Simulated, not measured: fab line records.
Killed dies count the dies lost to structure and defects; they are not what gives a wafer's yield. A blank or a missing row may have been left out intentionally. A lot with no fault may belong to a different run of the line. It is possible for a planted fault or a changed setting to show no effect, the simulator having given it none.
Which tool did it? -- flow gf180mcu -- Sampling: 11 lots, 33 wafers, 2 of 602 route steps

== WHAT EACH GAUGE READ, for each wafer ==
The record lacks any reading of a measuring or inspecting step that a usual standard deviation could be used to judge.

== WHICH TOOL RAN EACH LOT (tool, then ch and the chambers of the sampled wafers, then the start) ==
lot,GF_STI_ETCH_13,GF_STI_STRIP_15
L268,"rie_diel-01 ch 1,3, day 2 02:38","plasma_asher-04 ch 0,1, day 2 02:47"
L269,"rie_diel-03 ch 0,2,3, day 2 07:26","plasma_asher-01 ch 0,1, day 2 07:35"
L270,"rie_diel-04 ch 0,1,2, day 2 11:56","plasma_asher-01 ch 0,1, day 2 12:05"
L271,"rie_diel-01 ch 1,3, day 2 17:56","plasma_asher-01 ch 0,1, day 2 18:05"
L272,"rie_diel-03 ch 2,3, day 2 21:26","plasma_asher-02 ch 0,1, day 2 21:35"
L275,"rie_diel-04 ch 1,2,3, day 3 13:29","plasma_asher-04 ch 0,1, day 3 13:38"
L277,"rie_diel-04 ch 0,1, day 3 22:47","plasma_asher-04 ch 0,1, day 3 22:58"
L280,"rie_diel-04 ch 0,2, day 4 15:47","plasma_asher-02 ch 0,1, day 4 15:58"
L288,"rie_diel-01 ch 0,2,3, day 6 11:08","plasma_asher-04 ch 0,1, day 6 11:19"
L290,"rie_diel-01 ch 0,3, day 6 18:59","plasma_asher-04 ch 0,1, day 6 19:08"
L291,"rie_diel-04 ch 0,2,3, day 7 01:14","plasma_asher-01 ch 0,1, day 7 01:25"
- GF_STI_ETCH_13: etches the open film in CHF3/O2, stops on Si, target depth 282.31 nm, time 112.9 s.
- GF_STI_STRIP_15: strips in O2/N2.

== AS READ BY THE TOOLS THEMSELVES (means over the sampled wafers that have a number; for cases with no such wafer, the mark the record gives instead) ==
GF_STI_ETCH_13. Usual: drypump_motor_current_A 5.8 A, standard deviation 0.56; oes_product_au 0.830 a.u., standard deviation 0.0054; run_length_s 141.3 s, standard deviation 0.37; throttle_valve_pct 8.809 %, standard deviation 0.0089.
lot,tool,drypump_motor_current_A (A),oes_product_au (a.u.),run_length_s (s),throttle_valve_pct (%),flag
L268,rie_diel-01,6.1,0.827,141.4,8.810,
L269,rie_diel-03,5.8,0.828,141.2,8.809,
L270,rie_diel-04,5.9,0.828,141.3,8.810,
L271,rie_diel-01,5.9,0.831,141.5,8.809,
L272,rie_diel-03,6.3,0.831,140.6,8.812,
L275,rie_diel-04,5.6,0.836,141.3,8.814,
L277,rie_diel-04,6.0,0.887,134.4,8.827,OFF
L280,rie_diel-04,6.3,0.883,134.3,8.827,OFF
L288,rie_diel-01,5.8,0.832,141.5,8.811,
L290,rie_diel-01,5.6,0.835,141.7,8.803,
L291,rie_diel-04,6.1,0.828,141.5,8.823,

GF_STI_STRIP_15. Usual: drypump_motor_current_A 5.8 A, standard deviation 0.3; heater_power_w 342 W, standard deviation 40; o2_flow_sccm 3001 sccm, standard deviation 8.8; oes_product_au 0.385 a.u., standard deviation 0.0053; strip_time_to_endpoint_s 3.73 s, standard deviation 0.044.
lot,tool,drypump_motor_current_A (A),heater_power_w (W),o2_flow_sccm (sccm),oes_product_au (a.u.),strip_time_to_endpoint_s (s),flag
L268,plasma_asher-04,5.6,323,3000,0.382,3.74,
L269,plasma_asher-01,6.2,398,3008,0.390,3.74,
L270,plasma_asher-01,6.1,373,2997,0.380,3.71,
L271,plasma_asher-01,6.1,371,2993,0.387,3.75,
L272,plasma_asher-02,5.5,311,3008,0.386,3.74,
L275,plasma_asher-04,5.6,324,2993,0.384,3.72,
L277,plasma_asher-04,5.6,318,2998,0.395,3.94,OFF
L280,plasma_asher-02,5.6,310,3002,0.388,3.85,
L288,plasma_asher-04,5.6,324,2993,0.384,3.73,
L290,plasma_asher-04,5.7,338,2997,0.385,3.78,
L291,plasma_asher-01,6.1,370,3002,0.382,3.70,

== THE ANSWER, worked out from the rows above alone ==
Rule: take the mean of a lot's wafers that have a number; if it is more than 3 standard deviations from the usual mean, the lot is off. Also off: a lot with no number at a reading for which 4 or more lots have one. Any other lot the step has rows for is counted as sound. First the gauges in route order, then the tools' own readings, where a lot's mean is used as printed above. At the first step where some lot is off, the reading lying furthest off is the one used; lots without a number count as furthest.
Off: L277, L280 (GF_STI_ETCH_13, run_length_s).
A tool fits if, at that step or a process step before it, it ran every lot that is off, and no sound lot after the first of them. None of those tried fits.

== WHAT THE SIMULATOR PUT IN ==
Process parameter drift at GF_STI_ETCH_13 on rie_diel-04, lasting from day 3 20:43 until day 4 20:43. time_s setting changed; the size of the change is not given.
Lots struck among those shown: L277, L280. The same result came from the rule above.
